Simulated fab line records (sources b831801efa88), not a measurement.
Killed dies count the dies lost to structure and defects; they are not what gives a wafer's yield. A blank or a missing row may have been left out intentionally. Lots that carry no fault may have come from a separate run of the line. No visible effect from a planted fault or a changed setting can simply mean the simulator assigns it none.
8D (eight disciplines) problem report, filled in by code    flow gf180mcu    the parts of the form that need people (team, actions taken, sign-off) are left out

1. WHAT WENT WRONG
Mean of cd nm at GF_V3_CD_MEAS_14: 283.0 nm across 9 wafers in 3 lots; on wafers with no fault it is 259.9 nm (standard deviation 1.2). Relative to the usual mean, that is a shift of +19 standard deviations.
The step: target cd 260 nm.
The first sign was on wafer L936.3 at day 26 07:09, on cd sem-02. The record has a number at this step for 45 wafers belonging to 15 lots. By rule, "out" or "out of limits" means more than 4 standard deviations away from the usual mean. The rest of the wafers with a number are treated as sound.

2. WHAT IT IS, AND WHAT IT ISN'T
question                     is                      is not
which readings at this step  cd nm                   -
which lots                   L936, L937, L938        L925, L927, L929, L931, L933, L934, L935, L943, L944, L945, L946, L947
which wafers of those lots   all that have a number  -
read on which gauges         cd sem-01, cd sem-02    -
when                         from day 26 07:09       up to then (21 sound wafers); but 15 sound wafers of L943, L944, L945, L946, L947 came after

3. SUSPECTS, AND WHAT RULES EACH OUT
Counting: any tool at a process step up to the reading is kept as a suspect provided that every lot that is out went through it and no sound lot did after the first of them.
- the gauge at GF_V3_CD_MEAS_14 is ruled out. Those wafers that are out were read across 2 gauges (cd sem-01, cd sem-02).
- litho track-02 at GF_V3_SOFTBAKE_10 (time 60 s): ruled out as a lasting fault. Sound lots L945, L946, L947 ran on it after its first lot that is out, L936 (day 25 20:00).
Left after counting: nothing in the record.

4. THE CAUSE (what the simulator had put in)
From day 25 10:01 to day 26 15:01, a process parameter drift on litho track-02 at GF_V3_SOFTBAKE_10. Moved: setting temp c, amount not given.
It was ruled out by counting, in error; the rule expects a fault to strike all lots run on its tool from its start on, and this fault did not.

5. THE EFFECT CHAIN, in route order
Each row: a reading whose mean over the struck wafers that have a number lies more than 3 standard deviations from the usual. Only readings for which the record gives a usual standard deviation are gone through. hours: the time from each lot's start at the first step in this table that gives one to its start at this step, as a median over the lots. sigmas: the change in usual standard deviations.
hours  step               reading               usual     on struck wafers  change  sigmas
0      GF_V3_SOFTBAKE_10  heater power total W  93.05 W   99.62             +6.57   +99 or more
0      GF_V3_SOFTBAKE_10  plate temp C          130.00 C  137.00            +7.00   +50
11     GF_V3_CD_MEAS_14   cd nm                 259.9 nm  283.0             +23.1   +19
The process steps in it:
- GF_V3_SOFTBAKE_10: time 60 s.

6. WHAT WOULD HAVE CAUGHT IT SOONER
21 hours passed between the start of the fault at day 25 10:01 and the first reading out of limits at a measuring or inspecting step in this record, taken at day 26 07:09.
At GF_V3_SOFTBAKE_10, the tool's own readings (heater power total W, plate temp C) were out on each struck wafer the step has a row for, so an alarm limit on them would have fired on the first such wafer.
